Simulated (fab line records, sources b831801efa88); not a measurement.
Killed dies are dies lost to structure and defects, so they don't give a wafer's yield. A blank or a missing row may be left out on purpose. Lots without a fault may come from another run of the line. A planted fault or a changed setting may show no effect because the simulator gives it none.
A struck lot beside a sound one | flow gf180mcu | 37 steps out of a route of 602
Sound: wafers L942.2, L942.4, L942.5. Struck: wafer L950.6. (L950.2 of the same lot was not struck and is left out.) The cause comes at the end.
At each step with rows: each side's tool, then ch and its chambers, then its first start. Under that, the readings that differ: sound wafers | struck wafers | difference of the means | sigmas: that difference in standard deviations of wafers without a fault.
alike: readings whose means differ by less than 2 such deviations, and words and numbers that are the same on both sides. not compared: withheld readings, readings that some wafer has no value for, bounds like >300 that may hide the same value, and numbers for which the record gives no deviation and whose values overlap.
The two part at a step that has a row with sigmas, a row that says differs or no value, or rows on one side only. Numbers that don't overlap but have no deviation are shown without sigmas and don't part them. A reading that every wafer of one side lacks parts them only if that side has two wafers or more.

first, 2 steps without rows for these wafers: GF_M1_PEB_12 (peb time 90 s); GF_M1_DEVELOP_13 (develop time 60 s).
GF_M1_CD_MEAS_14: target cd 230 nm.
  sound on cd_sem-02, day 17 01:22; struck on cd_sem-01, day 20 06:26
  alike: cd_nm
GF_M1_OVL_MEAS_15:
  sound on overlay-02, day 17 01:28; struck on overlay-01, day 20 06:33
  alike: M1_OVL
GF_M1_METAL_ETCH_16: etches the open film in Cl2/BCl3, stops on SiO2, target depth 750.8 nm, time 125.1 s.
  sound on rie_metal-01 ch 0, day 17 01:29; struck on rie_metal-02 ch 0, day 20 06:35
  alike: drypump_motor_current_A, oes_product_au, throttle_valve_pct
  not compared: rf_hours_counter_h
then, 4 steps without rows for these wafers: GF_M1_STRIP_17 (strips in O2/N2); GF_M1_STRIP_18 (strips in post etch residue remover, time 1200 s); GF_M1_CLEAN_19 (cleans in DIW); GF_V1_CVD_00 (deposits SiO2, target thk 600 nm, time 100 s).
GF_V1_THK_MEAS_01:
  sound on film_metro-03, day 17 02:16; struck on film_metro-04, day 20 07:20
  alike: V1_CVD_00_THK
GF_V1_CVD_02: deposits SiO2 from TEOS, target thk 850 nm, time 94.851 s.
  sound on pecvd-02 ch 0,1,2, day 17 02:19; struck on pecvd-02 ch 1, day 20 07:23
  alike: heater_power_w
GF_V1_THK_MEAS_03:
  sound on film_metro-02, day 17 02:24; struck on film_metro-02, day 20 07:28
  alike: V1_CVD_02_THK
GF_V1_CMP_04: polishes SiO2.
  sound on cmp-01 ch 1,2, day 17 02:27; struck on cmp-02 ch 3, day 20 07:37
  reading                             | sound           | struck | difference | sigmas
  time_to_endpoint_s (s)              | 82 81 78        | 61     | -19        | -3
  model.SiO2_of_V1_CVD_02.thk_nm (nm) | 633.4 630.6 634 | 695.2  | +62.5      |
  alike: motor_current_A
GF_V1_BOW_MEAS_05:
  sound on film_metro-02, day 17 02:46; struck on film_metro-03, day 20 07:50
  alike: V1_BOW
then, 8 steps without rows for these wafers: GF_V1_DEHYDRATE_06 (time 60 s); GF_V1_HMDS_07 (prime time 60 s); GF_V1_COAT_08; GF_V1_COAT_09 (resist thk 1000 nm); GF_V1_SOFTBAKE_10 (time 60 s); GF_V1_EXPOSE_11 (exposes mask Via1, target cd 260 nm); GF_V1_PEB_12 (peb time 90 s); GF_V1_DEVELOP_13 (develop time 60 s).
GF_V1_CD_MEAS_14: target cd 260 nm.
  sound on cd_sem-01, day 18 01:38; struck on cd_sem-01, day 21 08:04
  alike: cd_nm
GF_V1_OVL_MEAS_15:
  sound on overlay-01, day 18 01:44; struck on overlay-02, day 21 08:10
  alike: V1_OVL
GF_V1_ETCH_16: etches BARC in N2/H2.
  sound on rie_diel-03 ch 0,2, day 18 01:46; struck on rie_diel-03 ch 3, day 21 08:12
  alike: drypump_motor_current_A, oes_product_au, throttle_valve_pct
GF_V1_ETCH_17: etches SiO2 in C4F8/O2/Ar, stops on TiN, target depth 630 nm.
  sound on rie_diel-03 ch 0,2; struck on rie_diel-03 ch 3
  reading                        | sound             | struck | difference | sigmas
  oes_product_au (a.u.)          | 0.856 0.856 0.857 | 0.904  | +0.048     | +11
  model.V1.feature_depth_nm (nm) | 633.4 630.6 634   | 695.2  | +62.5      |
  model.etch.depth_nm (nm)       | 633.4 630.6 634   | 695.2  | +62.5      |
GF_V1_STRIP_18: strips in O2/N2.
  sound on plasma_asher-04 ch 0, day 18 01:53; struck on plasma_asher-02 ch 1, day 21 08:20
  alike: drypump_motor_current_A, heater_power_w, o2_flow_sccm, oes_product_au
  not compared: rf_hours_counter_h
then, 3 steps without rows for these wafers: GF_V1_STRIP_19 (strips in post etch residue remover, time 1200 s); GF_V1_CLEAN_20 (cleans in DIW); GF_V1_SPUTTER_21 (material Ti, target thk 15 nm, time 80.02 s).
GF_V1_SPUTTER_22: material TiN, target thk 10 nm, time 40 s.
  sound on pvd_sputter-04, day 18 02:31; struck on pvd_sputter-04, day 21 08:56
  alike: cathode_dc_power_W, throttle_valve_pct
then, 1 step without rows for these wafers: GF_V1_CVD_23 (deposits W, target thk 350 nm, time 105.05 s).
GF_V1_RS_MEAS_24: measures by four-point-probe.
  sound on film_metro-02, day 18 02:41; struck on film_metro-03, day 21 09:06
  alike: V1_W_RS
GF_V1_THK_MEAS_25: measures by xrf.
  sound on film_metro-02, day 18 02:48; struck on film_metro-03, day 21 09:13
  alike: V1_W_THK
GF_V1_CMP_26: polishes, stops on SiO2, t overpolish 15 s, target thk 0 nm.
  sound on cmp-02 ch 2,3, day 18 02:51; struck on cmp-01 ch 0, day 21 09:22
  reading                             | sound             | struck | difference | sigmas
  model.SiO2_of_V1_CVD_02.thk_nm (nm) | 629.6 626.8 630.2 | 691.4  | +62.5      |
  alike: motor_current_A
then, 2 steps without rows for these wafers: GF_M2_SPUTTER_00 (material Ti, target thk 37.5 nm, time 150 s); GF_PASSIVATION_PROBE_99.

WHERE THEY PART
First at GF_V1_CMP_04; last, within this record, at GF_V1_ETCH_17. Later steps at which nothing parts them and some readings are alike: GF_V1_STRIP_18, GF_V1_SPUTTER_22, GF_V1_RS_MEAS_24, GF_V1_THK_MEAS_25, GF_V1_CMP_26.

WHY: what the simulator had put in
Process parameter drift: cmp-02, from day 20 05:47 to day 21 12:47, at GF_V1_CMP_04. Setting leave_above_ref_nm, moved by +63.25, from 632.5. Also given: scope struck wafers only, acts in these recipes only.
